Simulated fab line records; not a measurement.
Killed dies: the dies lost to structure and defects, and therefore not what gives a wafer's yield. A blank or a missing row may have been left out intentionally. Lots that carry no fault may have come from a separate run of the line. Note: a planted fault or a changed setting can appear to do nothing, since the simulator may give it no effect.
Which of the tools did it? :: flow gf180mcu :: 14 lots, 42 wafers sampled, at 5 steps of a route of 602

## WHAT THE GAUGES READ, wafer by wafer
GF_V2_THK_MEAS_03.
lot: L793
measured: day 19 03:17
on: film-metro-04
V2_CVD_02_THK (nm): 839 846 862

lot: L795
measured: day 20 01:29
on: film-metro-04
V2_CVD_02_THK (nm): 848 859 859

lot: L796
measured: day 20 05:39
on: film-metro-02
V2_CVD_02_THK (nm): 852 854 848

lot: L799
measured: day 21 20:43
on: film-metro-02
V2_CVD_02_THK (nm): 859 871 878

lot: L802
measured: day 23 01:31
on: film-metro-04
V2_CVD_02_THK (nm): 847 836 854

lot: L803
measured: day 23 01:59
on: film-metro-04
V2_CVD_02_THK (nm): 519 532 515

lot: L804
measured: day 23 13:20
on: film-metro-02
V2_CVD_02_THK (nm): 526 522 537

lot: L807
measured: day 24 14:12
on: film-metro-02
V2_CVD_02_THK (nm): 849 852 878

lot: L808
measured: day 24 17:47
on: film-metro-04
V2_CVD_02_THK (nm): 835 830 858

lot: L810
measured: day 25 09:54
on: film-metro-04
V2_CVD_02_THK (nm): 846 835 863

lot: L812
measured: day 25 23:03
on: film-metro-01
V2_CVD_02_THK (nm): 848 855 865

lot: L813
measured: day 26 14:22
on: film-metro-01
V2_CVD_02_THK (nm): 855 868 863

lot: L814
measured: day 26 15:38
on: film-metro-01
V2_CVD_02_THK (nm): 852 852 862

lot: L815
measured: day 26 22:54
on: film-metro-01
V2_CVD_02_THK (nm): 852 847 850

GF_V2_OVL_MEAS_15.
lot: L793
measured: day 20 04:46
on: overlay-01
V2_OVL (nm): 3 5 -1

lot: L795
measured: day 21 01:52
on: overlay-02
V2_OVL (nm): 6 7 9

lot: L796
measured: day 21 06:42
on: overlay-01
V2_OVL (nm): -13 -8 -12

lot: L799
measured: day 22 19:51
on: overlay-02
V2_OVL (nm): -1 5 0

lot: L802
measured: day 24 01:02
on: overlay-02
V2_OVL (nm): -9 7 -8

lot: L803
measured: day 24 01:41
on: overlay-02
V2_OVL (nm): -2 -2 0

lot: L804
measured: day 24 12:20
on: overlay-02
V2_OVL (nm): 6 12 3

lot: L807
measured: day 25 12:17
on: overlay-02
V2_OVL (nm): 2 -4 1

lot: L808
measured: day 25 15:57
on: overlay-01
V2_OVL (nm): -2 3 3

lot: L810
measured: day 26 07:52
on: overlay-02
V2_OVL (nm): 4 0 3

lot: L812
measured: day 26 19:39
on: overlay-01
V2_OVL (nm): 3 8 -2

lot: L813
measured: day 27 11:45
on: overlay-01
V2_OVL (nm): 1 -3 -3

lot: L814
measured: day 27 12:08
on: overlay-01
V2_OVL (nm): -11 2 7

lot: L815
measured: day 27 19:11
on: overlay-02
V2_OVL (nm): -2 1 4

## TOOL THAT RAN EACH LOT (tool first, then ch and the chambers of the sampled wafers, then the start)
lot: L793
GF_V1_STRIP_18: plasma-asher-02 ch 0,1, day 18 00:40
GF_M2_SPUTTER_00: pvd-sputter-02, day 18 01:53
GF_V2_CVD_02: pecvd-04 ch 0,1, day 19 03:13

lot: L795
GF_V1_STRIP_18: plasma-asher-01 ch 0,1, day 18 22:33
GF_M2_SPUTTER_00: pvd-sputter-04, day 18 23:47
GF_V2_CVD_02: pecvd-01 ch 0,2, day 20 01:25

lot: L796
GF_V1_STRIP_18: plasma-asher-02 ch 0,1, day 19 02:53
GF_M2_SPUTTER_00: pvd-sputter-04, day 19 04:05
GF_V2_CVD_02: pecvd-01 ch 0,1,2, day 20 05:32

lot: L799
GF_V1_STRIP_18: plasma-asher-02 ch 0,1, day 20 18:36
GF_M2_SPUTTER_00: pvd-sputter-04, day 20 19:52
GF_V2_CVD_02: pecvd-03 ch 0,1,2, day 21 20:38

lot: L802
GF_V1_STRIP_18: plasma-asher-02 ch 0,1, day 21 23:34
GF_M2_SPUTTER_00: pvd-sputter-04, day 22 00:47
GF_V2_CVD_02: pecvd-01 ch 0,2, day 23 01:26

lot: L803
GF_V1_STRIP_18: plasma-asher-03 ch 0,1, day 21 23:58
GF_M2_SPUTTER_00: pvd-sputter-02, day 22 01:10
GF_V2_CVD_02: pecvd-03 ch 0,2, day 23 01:53

lot: L804
GF_V1_STRIP_18: plasma-asher-02 ch 0,1, day 22 11:31
GF_M2_SPUTTER_00: pvd-sputter-03, day 22 12:43
GF_V2_CVD_02: pecvd-03 ch 1,2, day 23 13:14

lot: L807
GF_V1_STRIP_18: plasma-asher-01 ch 0,1, day 23 14:22
GF_M2_SPUTTER_00: pvd-sputter-04, day 23 15:35
GF_V2_CVD_02: pecvd-01 ch 0,2, day 24 14:08

lot: L808
GF_V1_STRIP_18: plasma-asher-03 ch 0,1, day 23 16:36
GF_M2_SPUTTER_00: pvd-sputter-04, day 23 17:49
GF_V2_CVD_02: pecvd-01 ch 0,2, day 24 17:43

lot: L810
GF_V1_STRIP_18: plasma-asher-03 ch 0,1, day 24 09:20
GF_M2_SPUTTER_00: pvd-sputter-02, day 24 10:34
GF_V2_CVD_02: pecvd-01 ch 0,1,2, day 25 09:50

lot: L812
GF_V1_STRIP_18: plasma-asher-03 ch 0,1, day 24 23:12
GF_M2_SPUTTER_00: pvd-sputter-02, day 25 00:25
GF_V2_CVD_02: pecvd-04 ch 1,2, day 25 22:58

lot: L813
GF_V1_STRIP_18: plasma-asher-01 ch 0,1, day 25 14:30
GF_M2_SPUTTER_00: pvd-sputter-04, day 25 15:45
GF_V2_CVD_02: pecvd-03 ch 0,1, day 26 14:17

lot: L814
GF_V1_STRIP_18: plasma-asher-03 ch 0, day 25 16:39
GF_M2_SPUTTER_00: pvd-sputter-03, day 25 17:54
GF_V2_CVD_02: pecvd-01 ch 1,2, day 26 15:34

lot: L815
GF_V1_STRIP_18: plasma-asher-01 ch 0,1, day 26 00:42
GF_M2_SPUTTER_00: pvd-sputter-03, day 26 01:58
GF_V2_CVD_02: pecvd-01 ch 0,1,2, day 26 22:50
- GF_V1_STRIP_18: strips in O2/N2.
- GF_M2_SPUTTER_00: material Ti, target thk 37.5 nm, time 150 s.
- GF_V2_CVD_02: deposits SiO2 from TEOS, target thk 850 nm, time 94.851 s.

## WHAT THE TOOLS THEMSELVES READ (means of the sampled wafers that have a number; where no wafer has one, the mark that the record gives instead)
GF_V1_STRIP_18.
lot: L793
tool: plasma-asher-02
drypump-motor-current-A (A): 6.7
heater-power-w (W): 354
oes-product-au (a.u.): 0.595

lot: L795
tool: plasma-asher-01
drypump-motor-current-A (A): 5.8
heater-power-w (W): 305
oes-product-au (a.u.): 0.594

lot: L796
tool: plasma-asher-02
drypump-motor-current-A (A): 6.6
heater-power-w (W): 358
oes-product-au (a.u.): 0.594

lot: L799
tool: plasma-asher-02
drypump-motor-current-A (A): 6.7
heater-power-w (W): 354
oes-product-au (a.u.): 0.595

lot: L802
tool: plasma-asher-02
drypump-motor-current-A (A): 6.7
heater-power-w (W): 358
oes-product-au (a.u.): 0.591

lot: L803
tool: plasma-asher-03
drypump-motor-current-A (A): 5.7
heater-power-w (W): 332
oes-product-au (a.u.): 0.592

lot: L804
tool: plasma-asher-02
drypump-motor-current-A (A): 6.7
heater-power-w (W): 360
oes-product-au (a.u.): 0.596

lot: L807
tool: plasma-asher-01
drypump-motor-current-A (A): 5.8
heater-power-w (W): 308
oes-product-au (a.u.): 0.593

lot: L808
tool: plasma-asher-03
drypump-motor-current-A (A): 5.8
heater-power-w (W): 334
oes-product-au (a.u.): 0.598

lot: L810
tool: plasma-asher-03
drypump-motor-current-A (A): 5.7
heater-power-w (W): 302
oes-product-au (a.u.): 0.591

lot: L812
tool: plasma-asher-03
drypump-motor-current-A (A): 5.7
heater-power-w (W): 301
oes-product-au (a.u.): 0.598

lot: L813
tool: plasma-asher-01
drypump-motor-current-A (A): 5.9
heater-power-w (W): 315
oes-product-au (a.u.): 0.594

lot: L814
tool: plasma-asher-03
drypump-motor-current-A (A): 5.7
heater-power-w (W): 359
oes-product-au (a.u.): 0.592

lot: L815
tool: plasma-asher-01
drypump-motor-current-A (A): 5.8
heater-power-w (W): 311
oes-product-au (a.u.): 0.595

GF_M2_SPUTTER_00.
lot: L793
tool: pvd-sputter-02
throttle-valve-pct (%): 29.2

lot: L795
tool: pvd-sputter-04
throttle-valve-pct (%): 30.1

lot: L796
tool: pvd-sputter-04
throttle-valve-pct (%): 29.6

lot: L799
tool: pvd-sputter-04
throttle-valve-pct (%): 30.5

lot: L802
tool: pvd-sputter-04
throttle-valve-pct (%): 30.2

lot: L803
tool: pvd-sputter-02
throttle-valve-pct (%): 29.8

lot: L804
tool: pvd-sputter-03
throttle-valve-pct (%): 29.0

lot: L807
tool: pvd-sputter-04
throttle-valve-pct (%): 29.7

lot: L808
tool: pvd-sputter-04
throttle-valve-pct (%): 29.8

lot: L810
tool: pvd-sputter-02
throttle-valve-pct (%): 29.2

lot: L812
tool: pvd-sputter-02
throttle-valve-pct (%): 29.2

lot: L813
tool: pvd-sputter-04
throttle-valve-pct (%): 29.9

lot: L814
tool: pvd-sputter-03
throttle-valve-pct (%): 30.3

lot: L815
tool: pvd-sputter-03
throttle-valve-pct (%): 30.4

GF_V2_CVD_02.
lot: L793
tool: pecvd-04
heater-power-w (W): 630

lot: L795
tool: pecvd-01
heater-power-w (W): 507

lot: L796
tool: pecvd-01
heater-power-w (W): 594

lot: L799
tool: pecvd-03
heater-power-w (W): 727

lot: L802
tool: pecvd-01
heater-power-w (W): 510

lot: L803
tool: pecvd-03
heater-power-w (W): 751

lot: L804
tool: pecvd-03
heater-power-w (W): 770

lot: L807
tool: pecvd-01
heater-power-w (W): 512

lot: L808
tool: pecvd-01
heater-power-w (W): 531

lot: L810
tool: pecvd-01
heater-power-w (W): 585

lot: L812
tool: pecvd-04
heater-power-w (W): 691

lot: L813
tool: pecvd-03
heater-power-w (W): 705

lot: L814
tool: pecvd-01
heater-power-w (W): 616

lot: L815
tool: pecvd-01
heater-power-w (W): 610

## THE ANSWER, worked out from the rows above alone
Rule: the usual values come from the lots themselves. Put in order of their means at a reading, lots are off if they are a third of the lots or fewer, leave a main group of 4 or more, and stand apart from it by a gap of 3 or more times the standard deviation of the main group's means; of several such gaps the widest counts. A main group whose means are all the same, to the digits that the tables above print for the reading, isn't used. A lot without any number at a reading at which 4 lots or more have one is off too. Any other lot the step has rows for is counted as sound. After the gauges, taken in route order, come the tools' own readings; for these a lot's mean is taken, as printed above. The first step at which some lot is off is used, and at that step the reading that is off furthest; a lot without a number counts as furthest.
Off: L803, L804, seen at GF_V2_THK_MEAS_03 (V2_CVD_02_THK). The main group has a mean of 854 nm with a standard deviation of 7.4.
If a tool, at a process step before that reading, ran all the lots that are off and no sound lot after the first of them, it fits. The gauges at GF_V2_THK_MEAS_03 are tried like those tools. Not one of the candidates tried fits.

## WHAT HAD BEEN PUT IN BY THE SIMULATOR
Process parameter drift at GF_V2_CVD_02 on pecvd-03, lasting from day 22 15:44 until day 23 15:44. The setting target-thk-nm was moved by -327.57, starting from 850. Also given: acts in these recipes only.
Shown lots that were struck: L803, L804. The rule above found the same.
